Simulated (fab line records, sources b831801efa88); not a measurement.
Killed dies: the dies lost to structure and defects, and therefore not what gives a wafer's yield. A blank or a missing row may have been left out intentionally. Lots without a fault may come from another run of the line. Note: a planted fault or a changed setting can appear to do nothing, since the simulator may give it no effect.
fab line records	flow sky130
record: lots: 6	wafers: 18	lastDay: 49
route steps=708 shown VIA4@651 METAL5@661 PAD_OPEN@708
lots with no fault: from the same line, run without faults
startH: start of the lot's first displayed wafer, in hours after the record's first day	waitH: hours from the lot's prior step to this one	" the same as in the row above	L1.1+2: a row that stands for several wafers	- no value, or no start given	* or withheld: withheld	< > ~ a bound
route shown NAME@n: a module of which the file shows steps, and the number in the route of the first	usual: average and standard deviation across the fault-free wafers	same: alike in all rows	chamber/n: place in a boat	sites: readings site by site	_std_site: the standard deviation of these	_edge_site: mean of outer sites minus mean of inner sites	radiusMm: for every site, how far away it sits from the centre of the wafer	mask NAME#n: copy n	behind: the tool/chamber that last shaped the wafer	hold: what put the lot on hold/how long, in hours/how the hold closed	device: whichever transistor did not switch (one of n, p or np)	end of line: the same wafers' tests at the end of the route	a step given without rows: its recipe and nothing more	killed: dies lost to structure and defects at the first sort, not the wafer's yield	map: per-die view of a wafer (x killed, . not killed, _ where there is no die)
set.NAME: setting as actually run; set.NAME@STEP: the setting as run at that earlier step	model.NAME: the simulator's own value behind a step, which no gauge read
a table for each step, a row for each wafer; lots at some steps of the route
services: when a tool's chamber went out of use (startH, in hours from the record's first day, below 0 if earlier), for how many hours, and the reason
== steps ==
step: SKY_VIA4_ETCH_12
recipe: target: SiO2	chemistry: C4F8/O2/Ar	stopOn: TiN	maskMaterial: NOVOLAK	sourceW: 1500	biasW: 1200	pressureMtorr: 40	c4f8FlowSccm: withheld	O2_flow_sccm: 6	Ar_flow_sccm: 300	timeS: withheld	targetDepthA: 5800
usual: oesProductAu: 0.925/0.0044	rfFwdPowerW: 1492/5.3
lot.wafer	tool	chamber	startH	waitH	oesProductAu	rfFwdPowerW
L926.1	rieDiel-04	0	1011.20	0.0	0.927	1487
L926.2	"	1	"	"	0.919	1485
L926.6	"	2	"	"	0.924	1493
L927.2	rieDiel-03	3	1018.79	0.0	0.927	1496
L927.5	"	1	"	"	0.926	1492
L927.6	"	2	"	"	0.924	1484
L938.1	rieDiel-03	2	1091.15	0.0	0.935	1488
L938.4	"	0	"	"	0.933	1485
L938.5	"	2	"	"	0.923	1491
L939.1	rieDiel-04	2	1100.05	0.0	0.931	1493
L939.2	"	0	"	"	0.924	1494
L939.3	"	1	"	"	0.929	1493
L940.2	rieDiel-01	0	1106.00	0.0	0.918	1501
L940.4	"	2	"	"	0.928	1483
L940.6	"	1	"	"	0.923	1493
L945.1	rieDiel-04	2	1129.70	0.0	0.926	1491
L945.3	"	3	"	"	0.931	1483
L945.6	"	1	"	"	0.921	1488
step: SKY_VIA4_STRIP_13
recipe: chemistry: O2/N2	powerW: 1400	pressureMtorr: 1500	platenTempC: withheld	o2FlowSccm: 3000	n2FlowSccm: 300	overashFraction: 0.5
step: SKY_VIA4_STRIP_14
recipe: chemistry: postEtchResidueRemover	timeS: 1200	tempC: 72.5
step: SKY_VIA4_CLEAN_15
recipe: chemistry: IPA	timeS: 180	tempC: 25
step: SKY_VIA4_CLEAN_16
recipe: chemistry: O3/DIW	dry: n2Spin
step: SKY_VIA4_SPUTTER_17
recipe: material: TiN	targetThkNm: 20	chamberPressurePa: 5	powerW: 4000	timeS: 80
step: SKY_VIA4_CVD_18
recipe: material: W	targetThkNm: 505	timeS: 152.14	tempC: 400	pressureTorr: 40
usual: heaterPowerW: 832/36
lot.wafer	tool	chamber	startH	waitH	heaterPowerW
L926.1	cvdW-02	0	1011.96	0.0	768
L926.2	"	1	"	"	819
L926.6	"	1	"	"	822
L927.2	cvdW-02	0	1019.60	0.0	786
L927.5	"	0	"	"	822
L927.6	"	1	"	"	818
L938.1	cvdW-02	1	1091.87	0.0	837
L938.4	"	1	"	"	825
L938.5	"	0	"	"	799
L939.1	cvdW-01	0	1100.78	0.0	894
L939.2	"	1	"	"	829
L939.3	"	0	"	"	888
L940.2	cvdW-01	0	1106.74	0.0	898
L940.4	"	0	"	"	879
L940.6	"	1	"	"	819
L945.1	cvdW-02	1	1130.46	0.0	821
L945.3	"	0	"	"	816
L945.6	"	1	"	"	848
step: SKY_VIA4_RS_MEAS_19
recipe: thkMeasGauge: four-point-probe	reads: W_of_VIA4_CVD_18+TiN_of_VIA4_SPUTTER_17
usual: VIA4_W_RS: 0.226/0.0044
lot.wafer	tool	chamber	startH	waitH	VIA4_W_RS[ohm/sq]
L926.1	filmMetro-01	-	1012.11	0.1	0.225
L926.2	"	-	"	"	0.228
L926.6	"	-	"	"	0.230
L927.2	filmMetro-04	-	1019.77	0.1	0.227
L927.5	"	-	"	"	0.223
L927.6	"	-	"	"	0.231
L938.1	filmMetro-03	-	1092.02	0.1	0.228
L938.4	"	-	"	"	0.226
L938.5	"	-	"	"	0.226
L939.1	filmMetro-04	-	1100.93	0.1	0.232
L939.2	"	-	"	"	0.222
L939.3	"	-	"	"	0.233
L940.2	filmMetro-03	-	1106.91	0.1	0.236
L940.4	"	-	"	"	0.237
L940.6	"	-	"	"	0.225
L945.1	filmMetro-04	-	1130.61	0.1	0.230
L945.3	"	-	"	"	0.227
L945.6	"	-	"	"	0.230
step: SKY_VIA4_THK_MEAS_20
recipe: thkMeasGauge: xrf	reads: W_of_VIA4_CVD_18
usual: VIA4_W_THK: 502/10
lot.wafer	tool	chamber	startH	waitH	VIA4_W_THK[nm]
L926.1	filmMetro-01	-	1012.23	0.1	508
L926.2	"	-	"	"	500
L926.6	"	-	"	"	494
L927.2	filmMetro-04	-	1019.88	0.1	503
L927.5	"	-	"	"	509
L927.6	"	-	"	"	493
L938.1	filmMetro-03	-	1092.14	0.1	501
L938.4	"	-	"	"	502
L938.5	"	-	"	"	502
L939.1	filmMetro-04	-	1101.05	0.1	486
L939.2	"	-	"	"	507
L939.3	"	-	"	"	486
L940.2	filmMetro-03	-	1107.02	0.1	480
L940.4	"	-	"	"	479
L940.6	"	-	"	"	499
L945.1	filmMetro-04	-	1130.73	0.1	492
L945.3	"	-	"	"	496
L945.6	"	-	"	"	492
step: SKY_VIA4_CMP_21
recipe: stopOn: SiO2	tOverpolishS: 25	downForcePsi: 3.5	platenRpm: 60	targetThkNm: 0	padVelocityMS: 0.94248
step: SKY_METAL5_SPUTTER_00
recipe: material: Ti	targetThkNm: 15	powerW: 3000	timeS: 10	chamberPressurePa: 0.4
step: SKY_METAL5_SPUTTER_01
recipe: material: TiN	targetThkNm: 20	powerW: 6500	timeS: 16.7	chamberPressurePa: 0.4
usual: cathodeDcPowerW: 6500.1/1.1	throttleValvePct: 30.3/1
lot.wafer	tool	chamber	startH	waitH	cathodeDcPowerW	throttleValvePct
L926.1	pvdSputter-02	-	1012.61	0.0	6502.6	30.8
L926.2	"	-	"	"	6502.3	30.0
L926.6	"	-	"	"	6500.4	30.5
L927.2	pvdSputter-04	-	1020.25	0.0	6498.8	28.7
L927.5	"	-	"	"	6500.2	28.8
L927.6	"	-	"	"	6500.3	31.3
L938.1	pvdSputter-01	-	1092.52	0.0	6501.9	30.0
L938.4	"	-	"	"	6499.5	30.4
L938.5	"	-	"	"	6498.1	29.6
L939.1	pvdSputter-01	-	1101.48	0.0	6499.9	31.6
L939.2	"	-	"	"	6500.2	29.6
L939.3	"	-	"	"	6498.8	30.3
L940.2	pvdSputter-02	-	1107.40	0.0	6499.4	30.1
L940.4	"	-	"	"	6497.8	30.9
L940.6	"	-	"	"	6499.9	29.8
L945.1	pvdSputter-04	-	1131.12	0.0	6499.9	28.1
L945.3	"	-	"	"	6500.3	28.9
L945.6	"	-	"	"	6500.2	28.3
step: SKY_METAL5_SPUTTER_02
recipe: material: AlCu	targetThkNm: 1150	powerW: 10600	timeS: 61.2	chamberPressurePa: 0.4
usual: cathodeDcPowerW: 10600/1.9	throttleValvePct: 30.4/0.99
lot.wafer	tool	chamber	startH	waitH	cathodeDcPowerW	throttleValvePct	model.AlCu_of_METAL5_SPUTTER_02.thkNm
L926.1	pvdSputter-02	-	1012.64	0.0	10596	30.8	1145
L926.2	"	-	"	"	10603	29.7	1145
L926.6	"	-	"	"	10599	30.1	1153
L927.2	pvdSputter-04	-	1020.28	0.0	10600	28.6	1147
L927.5	"	-	"	"	10598	28.9	1137
L927.6	"	-	"	"	10601	31.1	1154
L938.1	pvdSputter-01	-	1092.55	0.0	10042	30.3	1083
L938.4	"	-	"	"	10043	30.2	1080
L938.5	"	-	"	"	10044	29.9	1099
L939.1	pvdSputter-01	-	1101.50	0.0	10045	31.5	1084
L939.2	"	-	"	"	10046	29.8	1105
L939.3	"	-	"	"	10041	30.2	1089
L940.2	pvdSputter-02	-	1107.43	0.0	10597	29.8	1161
L940.4	"	-	"	"	10598	31.5	1142
L940.6	"	-	"	"	10602	29.9	1165
L945.1	pvdSputter-04	-	1131.14	0.0	10601	28.7	1134
L945.3	"	-	"	"	10599	28.7	1098
L945.6	"	-	"	"	10600	27.9	1123
step: SKY_METAL5_SPUTTER_03
recipe: material: Ti	targetThkNm: 5	powerW: 3000	timeS: 3.3	chamberPressurePa: 0.4
usual: cathodeDcPowerW: 2999.9/0.57	throttleValvePct: 30.3/1
lot.wafer	tool	chamber	startH	waitH	cathodeDcPowerW	throttleValvePct
L926.1	pvdSputter-02	-	1012.69	0.0	2999.3	30.7
L926.2	"	-	"	"	3000.5	29.7
L926.6	"	-	"	"	3000.5	30.2
L927.2	pvdSputter-04	-	1020.33	0.0	2999.7	28.8
L927.5	"	-	"	"	3000.0	28.8
L927.6	"	-	"	"	3000.3	31.4
L938.1	pvdSputter-01	-	1092.60	0.0	3000.1	30.4
L938.4	"	-	"	"	3000.8	30.1
L938.5	"	-	"	"	3000.2	29.8
L939.1	pvdSputter-01	-	1101.56	0.0	2998.8	31.4
L939.2	"	-	"	"	2999.7	29.8
L939.3	"	-	"	"	2999.8	30.6
L940.2	pvdSputter-02	-	1107.48	0.0	3000.1	30.2
L940.4	"	-	"	"	2999.2	31.0
L940.6	"	-	"	"	3000.0	30.1
L945.1	pvdSputter-04	-	1131.19	0.0	2999.7	28.1
L945.3	"	-	"	"	2999.8	28.8
L945.6	"	-	"	"	3000.1	27.9
step: SKY_METAL5_SPUTTER_04
recipe: material: TiN	targetThkNm: 70	powerW: 6500	timeS: 58.3	chamberPressurePa: 0.4
usual: cathodeDcPowerW: 6499.9/1.4	throttleValvePct: 30.4/1
lot.wafer	tool	chamber	startH	waitH	cathodeDcPowerW	throttleValvePct
L926.1	pvdSputter-02	-	1012.71	0.0	6500.8	31.0
L926.2	"	-	"	"	6502.0	29.9
L926.6	"	-	"	"	6499.4	30.4
L927.2	pvdSputter-04	-	1020.35	0.0	6500.4	28.6
L927.5	"	-	"	"	6500.0	28.8
L927.6	"	-	"	"	6501.8	31.2
L938.1	pvdSputter-01	-	1092.62	0.0	6500.4	30.2
L938.4	"	-	"	"	6500.3	30.3
L938.5	"	-	"	"	6498.5	29.8
L939.1	pvdSputter-01	-	1101.57	0.0	6498.8	31.7
L939.2	"	-	"	"	6498.8	29.5
L939.3	"	-	"	"	6498.5	30.3
L940.2	pvdSputter-02	-	1107.51	0.0	6501.0	29.9
L940.4	"	-	"	"	6501.4	31.1
L940.6	"	-	"	"	6502.0	30.5
L945.1	pvdSputter-04	-	1131.21	0.0	6500.2	28.1
L945.3	"	-	"	"	6498.4	28.8
L945.6	"	-	"	"	6499.6	28.2
step: SKY_METAL5_RS_MEAS_05
recipe: thkMeasGauge: four-point-probe	reads: TiN_of_METAL5_SPUTTER_04+Ti_of_METAL5_SPUTTER_03+AlCu_of_METAL5_SPUTTER_02+TiN_of_METAL5_SPUTTER_01+Ti_of_METAL5_SPUTTER_00
usual: METAL5_ALCU_RS: 0.0271/0.00034
lot.wafer	tool	chamber	startH	waitH	METAL5_ALCU_RS[ohm/sq]
L926.1	filmMetro-01	-	1012.75	0.0	0.0271
L926.2	"	-	"	"	0.0272
L926.6	"	-	"	"	0.0270
L927.2	filmMetro-01	-	1020.41	0.0	0.0271
L927.5	"	-	"	"	0.0274
L927.6	"	-	"	"	0.0269
L938.1	filmMetro-02	-	1092.67	0.0	0.0288
L938.4	"	-	"	"	0.0288
L938.5	"	-	"	"	0.0283
L939.1	filmMetro-02	-	1101.62	0.0	0.0287
L939.2	"	-	"	"	0.0282
L939.3	"	-	"	"	0.0286
L940.2	filmMetro-04	-	1107.58	0.0	0.0268
L940.4	"	-	"	"	0.0272
L940.6	"	-	"	"	0.0267
L945.1	filmMetro-02	-	1131.26	0.0	0.0274
L945.3	"	-	"	"	0.0284
L945.6	"	-	"	"	0.0278
step: SKY_METAL5_THK_MEAS_06
recipe: thkMeasGauge: xrf	reads: AlCu_of_METAL5_SPUTTER_02
usual: METAL5_ALCU_THK: 1177/17
lot.wafer	tool	chamber	startH	waitH	METAL5_ALCU_THK[nm]
L926.1	filmMetro-01	-	1012.87	0.1	1167
L926.2	"	-	"	"	1175
L926.6	"	-	"	"	1166
L927.2	filmMetro-01	-	1020.52	0.1	1178
L927.5	"	-	"	"	1168
L927.6	"	-	"	"	1181
L938.1	filmMetro-02	-	1092.79	0.1	1107
L938.4	"	-	"	"	1106
L938.5	"	-	"	"	1130
L939.1	filmMetro-02	-	1101.74	0.1	1110
L939.2	"	-	"	"	1132
L939.3	"	-	"	"	1116
L940.2	filmMetro-04	-	1107.69	0.1	1199
L940.4	"	-	"	"	1174
L940.6	"	-	"	"	1199
L945.1	filmMetro-02	-	1131.38	0.1	1157
L945.3	"	-	"	"	1119
L945.6	"	-	"	"	1154
step: SKY_METAL5_DEHYDRATE_07
recipe: tempC: 200	timeS: 60
step: SKY_METAL5_HMDS_08
recipe: primeTimeS: 60	primeTempC: 120
step: SKY_METAL5_COAT_09
recipe: resist: NOVOLAK	spinRpm: 3000	resistThkNm: 1800
step: SKY_METAL5_SOFTBAKE_10
recipe: tempC: 90	timeS: 60	resist: NOVOLAK
step: SKY_METAL5_EXPOSE_11
recipe: maskId: MM5	na: 0.6	sourceShape: conventional	sigmaOuter: 0.6	polarization: unpolarized	targetCdNm: 1600	doseMj: 190
step: SKY_METAL5_PEB_12
recipe: tempC: withheld	timeS: *	resist: NOVOLAK
step: SKY_METAL5_DEVELOP_13
recipe: resist: NOVOLAK	developer: TMAH	developTimeS: 60	devTempC: 23
step: SKY_METAL5_DESCUM_14
recipe: chemistry: O2	sourcePowerW: 150	biasPowerW: 0	pressureMtorr: 10	tempC: 40	timeS: 11
step: SKY_METAL5_METAL_ETCH_15
recipe: targetDepthA: 12600	stopOn: SiO2	overEtchFrac: 0.2	timeS: 252	chemistry: Cl2/BCl3	resistSidewallDeg: 86	pressureMtorr: 10	icpW: 900	biasW: 48.5	Cl2_flow_sccm: 60	bcl3FlowSccm: 30
usual: drypumpMotorCurrentA: 5.5/0.37	mfcCl2Sccm: 59.98/0.18	oesProductAu: 0.893/0.005	rfFwdPowerW: 897.4/2.8	throttleValvePct: 22.264/0.0094
lot.wafer	tool	chamber	startH	waitH	drypumpMotorCurrentA	mfcCl2Sccm	oesProductAu	rfFwdPowerW	rfHoursCounterH	throttleValvePct
L926.1	rieMetal-04	0	1035.15	0.0	5.9	60.23	0.893	894.2	17	22.273
L926.2	"	1	"	"	5.1	60.10	0.882	904.2	22	22.260
L926.6	"	1	"	"	5.1	59.89	0.903	900.1	-	22.262
L927.2	rieMetal-03	1	1042.35	0.0	5.5	60.03	0.890	894.0	11	22.259
L927.5	"	1	"	"	5.6	60.00	0.890	895.8	-	22.251
L927.6	"	0	"	"	5.4	60.00	0.892	896.2	-	22.268
L938.1	rieMetal-04	0	1112.03	0.1	5.9	59.82	0.886	893.0	22	22.293
L938.4	"	0	"	"	5.9	59.99	0.871	896.9	-	22.257
L938.5	"	0	"	"	5.9	60.09	0.881	897.5	-	22.269
L939.1	rieMetal-03	1	1121.24	0.0	5.6	59.81	0.873	898.2	17	22.262
L939.2	"	0	"	"	5.4	60.18	0.879	901.9	28	22.258
L939.3	"	0	"	"	5.4	60.29	0.878	900.0	-	22.246
L940.2	rieMetal-01	0	1126.19	0.0	5.1	60.26	0.893	896.9	16	22.247
L940.4	"	1	"	"	6.0	59.90	0.888	898.0	-	22.273
L940.6	"	1	"	"	6.0	60.04	0.895	899.4	-	22.261
L945.1	rieMetal-04	1	1150.65	0.0	5.1	59.99	0.892	901.3	3	22.252
L945.3	"	0	"	"	5.9	59.95	0.882	899.4	-	22.274
L945.6	"	1	"	"	5.1	59.81	0.890	900.0	-	22.259
step: SKY_METAL5_STRIP_16
recipe: chemistry: O2/N2	powerW: 1400	pressureMtorr: 1500	platenTempC: withheld	o2FlowSccm: 3000	n2FlowSccm: 300	overashFraction: 0.5
step: SKY_PAD_OPEN_PROBE_99
usual: defectLimitedYield: 82.5/1.8	killed_at_M0_to_M3: 42/6.6	killed_at_M4_up: 3.0/1.8	killedAtContacts: 25/5.1	killedAtFrontEnd: 15/4.4	killedAtOther: 0.3/0.56	killedDies: 86/8.6	killedOpen: 47/6.9	killedShort: 38/6	sort_bin_3_pad_short: 0.8/0.42	sort_bin_5_function: 10.6/1.5	sort_bin_6_memory: 6.1/1.1	sortNPass: 406/8.6	sortYieldPct: 82.5/1.8
same: grossDies: 492	killedAtBackSide: 0	sort_bin_4_leakage[%]: 0	sort_bin_8_speed[%]: 0
lot.wafer	tool	chamber	startH	waitH	defectLimitedYield[%]	killed_at_M0_to_M3	killed_at_M4_up	killedAtContacts	killedAtFrontEnd	killedAtOther	killedDies	killedOpen	killedShort	sort_bin_3_pad_short[%]	sort_bin_5_function[%]	sort_bin_6_memory[%]	sortNPass	sortYieldPct[%]	model.etest.met5.rsOhmSq	model.etest.met5.lineOhmUm
L926.1	prober-01	-	1081.23	0.1	81.5	47	4	28	12	0	91	51	40	0	10.8	7.7	401	81.5	0.02744	0.01709
L926.2	prober-01	-	1081.28	0.1	79.5	55	1	25	19	1	101	54	47	0.4	13.2	6.9	391	79.5	0.02733	0.01722
L926.6	prober-01	-	1081.48	0.2	82.3	51	1	19	16	0	87	49	38	1.0	10.6	6.1	405	82.3	0.0271	0.01706
L927.2	prober-02	-	1087.41	0.1	83.5	40	1	26	14	0	81	48	33	0.4	9.3	6.7	411	83.5	0.0272	0.01704
L927.5	prober-02	-	1087.56	0.2	83.1	48	3	27	5	0	83	44	39	0.8	8.3	7.7	409	83.1	0.02769	0.01729
L927.6	prober-02	-	1087.61	0.2	80.5	53	2	26	15	0	96	59	37	0.8	11.8	6.9	396	80.5	0.02728	0.01721
L938.1	prober-01	-	1154.08	0.1	81.7	47	6	17	20	0	90	46	43	0.8	11.2	6.3	402	81.7	0.02873	0.01789
L938.4	prober-01	-	1154.23	0.2	82.5	47	4	20	15	0	86	49	36	0.6	10.6	6.3	406	82.5	0.02924	0.01827
L938.5	prober-01	-	1154.28	0.2	81.5	58	5	14	12	2	91	45	43	1.2	11.4	5.9	401	81.5	0.02838	0.01768
L939.1	prober-02	-	1161.88	0.1	80.7	46	3	19	27	0	95	51	44	0.8	13.2	5.3	397	80.7	0.02871	0.01787
L939.2	prober-02	-	1161.93	0.1	85.4	32	1	16	23	0	72	40	32	0.8	10.0	3.9	420	85.4	0.02817	0.01769
L939.3	prober-02	-	1161.98	0.2	80.7	45	4	22	24	0	95	55	40	1.2	11.2	6.9	397	80.7	0.02903	0.01817
L940.2	prober-01	-	1166.04	0.1	83.5	35	0	30	16	0	81	42	39	1.0	11.4	4.1	411	83.5	0.02666	0.01662
L940.4	prober-01	-	1166.14	0.2	81.5	48	3	31	9	0	91	47	44	0.6	11.6	6.3	401	81.5	0.02732	0.01715
L940.6	prober-01	-	1166.24	0.2	81.9	40	2	33	14	0	89	49	39	0.8	12.6	4.7	403	81.9	0.02662	0.01677
L945.1	prober-02	-	1187.59	0.1	84.3	31	4	29	13	0	77	43	34	0.6	11.2	3.9	415	84.3	0.02757	0.01731
L945.3	prober-02	-	1187.69	0.2	81.9	36	1	38	14	0	89	54	35	1.2	11.8	5.1	403	81.9	0.02835	0.01768
L945.6	prober-02	-	1187.84	0.2	82.3	40	2	29	16	0	87	55	32	0.8	10.4	6.5	405	82.3	0.02782	0.01749
killed by level:class
L926.1 VIA2:geometricParticle:open=12 LI_CONTACT:geometricParticle:open=9 METAL2:geometricParticle:short=8 CONTACT:geometricParticle:open=7 VIA1:geometricParticle:open=6 VIA3:geometricParticle:open=6 POLY_GATE:geometricParticle:short=5 POLY_GATE:geometricParticle:open=5
L926.2 VIA1:geometricParticle:open=16 VIA2:geometricParticle:open=13 CONTACT:geometricParticle:short=10 VIA3:geometricParticle:open=8 POLY_GATE:geometricParticle:short=7 CONTACT:geometricParticle:open=6 FIELD_ISO:geometricParticle:short=4 VIA1:geometricParticle:short=4
L926.6 VIA1:geometricParticle:open=11 VIA2:geometricParticle:open=9 CONTACT:geometricParticle:open=7 VIA3:geometricParticle:open=7 METAL2:geometricParticle:short=6 LI_CONTACT:geometricParticle:open=5 CONTACT:geometricParticle:short=5 METAL1:geometricParticle:short=4
L927.2 LI_CONTACT:geometricParticle:open=9 VIA1:geometricParticle:open=9 CONTACT:geometricParticle:open=8 VIA3:geometricParticle:open=7 POLY_GATE:geometricParticle:short=5 FIELD_ISO:geometricParticle:open=4 METAL3:geometricParticle:short=4 LI_CONTACT:geometricParticle:short=3
L927.5 LI_CONTACT:geometricParticle:open=13 VIA1:geometricParticle:open=12 METAL2:geometricParticle:short=7 VIA3:geometricParticle:open=6 LI_CONTACT:geometricParticle:short=6 VIA1:geometricParticle:short=6 CONTACT:geometricParticle:open=5 METAL1:geometricParticle:short=5
L927.6 VIA1:geometricParticle:open=19 CONTACT:geometricParticle:open=10 LI_CONTACT:geometricParticle:open=9 FIELD_ISO:geometricParticle:short=6 VIA3:geometricParticle:open=6 VIA1:geometricParticle:short=6 METAL1:geometricParticle:short=5 VIA3:geometricParticle:short=4
L938.1 VIA1:geometricParticle:open=8 CONTACT:geometricParticle:open=7 VIA2:geometricParticle:open=7 FIELD_ISO:geometricParticle:open=6 LI_CONTACT:geometricParticle:open=6 VIA1:geometricParticle:short=5 METAL1:geometricParticle:short=5 METAL2:geometricParticle:short=5
L938.4 VIA1:geometricParticle:open=12 CONTACT:geometricParticle:open=9 METAL1:geometricParticle:short=9 VIA1:geometricParticle:short=7 VIA3:geometricParticle:open=7 LI_CONTACT:geometricParticle:open=6 POLY_GATE:geometricParticle:short=5 VIA2:geometricParticle:open=4
L938.5 VIA1:geometricParticle:open=11 CONTACT:geometricParticle:open=7 METAL2:geometricParticle:short=7 VIA1:geometricParticle:short=7 METAL3:geometricParticle:short=7 VIA3:geometricParticle:open=6 VIA2:geometricParticle:open=6 POLY_GATE:geometricParticle:open=5
L939.1 VIA1:geometricParticle:open=10 VIA2:geometricParticle:open=9 CONTACT:geometricParticle:open=8 FIELD_ISO:geometricParticle:short=7 VIA3:geometricParticle:open=7 POLY_GATE:geometricParticle:short=6 FIELD_ISO:geometricParticle:open=5 LI_CONTACT:geometricParticle:open=4
L939.2 FIELD_ISO:geometricParticle:open=7 VIA1:geometricParticle:open=7 POLY_GATE:geometricParticle:open=6 FIELD_ISO:geometricParticle:short=4 LI_CONTACT:geometricParticle:open=4 METAL3:geometricParticle:short=4 CONTACT:geometricParticle:open=4 VIA1:geometricParticle:short=4
L939.3 VIA1:geometricParticle:open=17 CONTACT:geometricParticle:open=11 POLY_GATE:geometricParticle:short=8 LI_CONTACT:geometricParticle:open=8 FIELD_ISO:geometricParticle:short=6 METAL2:geometricParticle:short=6 VIA3:geometricParticle:short=5 FIELD_ISO:geometricParticle:open=4
L940.2 VIA1:geometricParticle:open=11 CONTACT:geometricParticle:short=8 CONTACT:geometricParticle:open=7 LI_CONTACT:geometricParticle:open=6 LOCAL_INTERCONNECT:geometricParticle:short=6 POLY_GATE:geometricParticle:open=5 METAL1:geometricParticle:short=5 VIA2:geometricParticle:open=5
L940.4 CONTACT:geometricParticle:open=16 VIA1:geometricParticle:open=15 VIA1:geometricParticle:short=12 VIA3:geometricParticle:open=6 LI_CONTACT:geometricParticle:short=5 METAL2:geometricParticle:short=5 LI_CONTACT:geometricParticle:open=4 FIELD_ISO:geometricParticle:open=3
L940.6 VIA1:geometricParticle:open=13 CONTACT:geometricParticle:open=11 VIA3:geometricParticle:open=8 VIA1:geometricParticle:short=7 LI_CONTACT:geometricParticle:open=6 LI_CONTACT:geometricParticle:short=6 CONTACT:geometricParticle:short=6 POLY_GATE:geometricParticle:short=5
L945.1 CONTACT:geometricParticle:open=12 VIA1:geometricParticle:open=8 LI_CONTACT:geometricParticle:open=7 VIA1:geometricParticle:short=6 LOCAL_INTERCONNECT:geometricParticle:short=5 FIELD_ISO:geometricParticle:open=4 VIA2:geometricParticle:short=4 FIELD_ISO:geometricParticle:short=3
L945.3 CONTACT:geometricParticle:open=15 LI_CONTACT:geometricParticle:open=11 VIA1:geometricParticle:open=9 METAL1:geometricParticle:short=8 VIA2:geometricParticle:open=7 LOCAL_INTERCONNECT:geometricParticle:short=6 POLY_GATE:geometricParticle:open=4 LI_CONTACT:geometricParticle:short=4
L945.6 CONTACT:geometricParticle:open=11 VIA3:geometricParticle:open=9 VIA1:geometricParticle:open=7 FIELD_ISO:geometricParticle:open=6 LI_CONTACT:geometricParticle:open=6 VIA1:geometricParticle:short=5 POLY_GATE:geometricParticle:open=4 CONTACT:geometricParticle:short=4
== services ==
tool	chamber	startH	hours	kind
rieMetal-04	1	989.51	25.2	repair
pvdSputter-04	-	991.57	2.5	repair
rieDiel-01	0	993.26	65.1	repair
rieDiel-01	3	1014.69	4.4	repair
cvdW-02	-	1014.91	0.6	repair
pvdSputter-04	0	1026.27	-	consumableReplace:kit
pvdSputter-04	0	1026.27	18.0	scheduledDown
pvdSputter-04	0	1026.27	18.0	ventCycle
rieDiel-04	2	1028.10	7.5	repair
rieMetal-04	0	1035.71	12.6	repair
rieDiel-04	2	1035.77	4.9	repair
rieMetal-01	-	1041.07	1.4	pm
rieDiel-03	-	1043.62	2.8	pm
rieDiel-04	3	1048.69	10.1	repair
rieDiel-01	-	1061.25	0.3	repair
rieMetal-03	-	1067.65	0.3	repair
pvdSputter-01	1	1091.05	-	consumableReplace:kit
pvdSputter-01	1	1091.05	18.0	scheduledDown
pvdSputter-01	1	1091.05	18.0	ventCycle
pvdSputter-02	2	1092.23	-	consumableReplace:kit
pvdSputter-02	2	1092.23	18.0	scheduledDown
rieDiel-04	1	1092.31	4.4	repair
cvdW-02	-	1104.97	2.8	pm
rieMetal-04	-	1134.20	2.8	pm
== key ==
firstSign: step: SKY_METAL5_SPUTTER_02	reading: cathodeDcPowerW	direction: down	sigmas: 99+	usual: 10600	struck: 10044
effect: step: SKY_METAL5_RS_MEAS_05	reading: METAL5_ALCU_RS	direction: up	sigmas: 4.2	usual: 0.0271	struck: 0.0286
effect: step: SKY_METAL5_THK_MEAS_06	reading: METAL5_ALCU_THK	direction: down	sigmas: 3.6	usual: 1177	struck: 1117
effect: step: SKY_METAL5_METAL_ETCH_15	reading: oesProductAu	direction: down	sigmas: 3.1	usual: 0.893	struck: 0.878
modelEffect: step: SKY_METAL5_SPUTTER_02	value: AlCu_of_METAL5_SPUTTER_02.thkNm	without: 1150	struck: 1090
modelEffect: step: SKY_PAD_OPEN_PROBE_99	value: etest.met5.rsOhmSq	without: 0.02719	struck: 0.02871
metAt SKY_METAL5_SPUTTER_02
struckWafers L938.1,L938.4,L938.5,L939.1,L939.2,L939.3
fault: kind: processParameterDrift	tool: pvdSputter-01	chamber: -	onsetH: 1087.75	steps: SKY_METAL5_SPUTTER_02	channel: powerW	offset: *	shape: step	endH: 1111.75	actsIn: *	stated: *
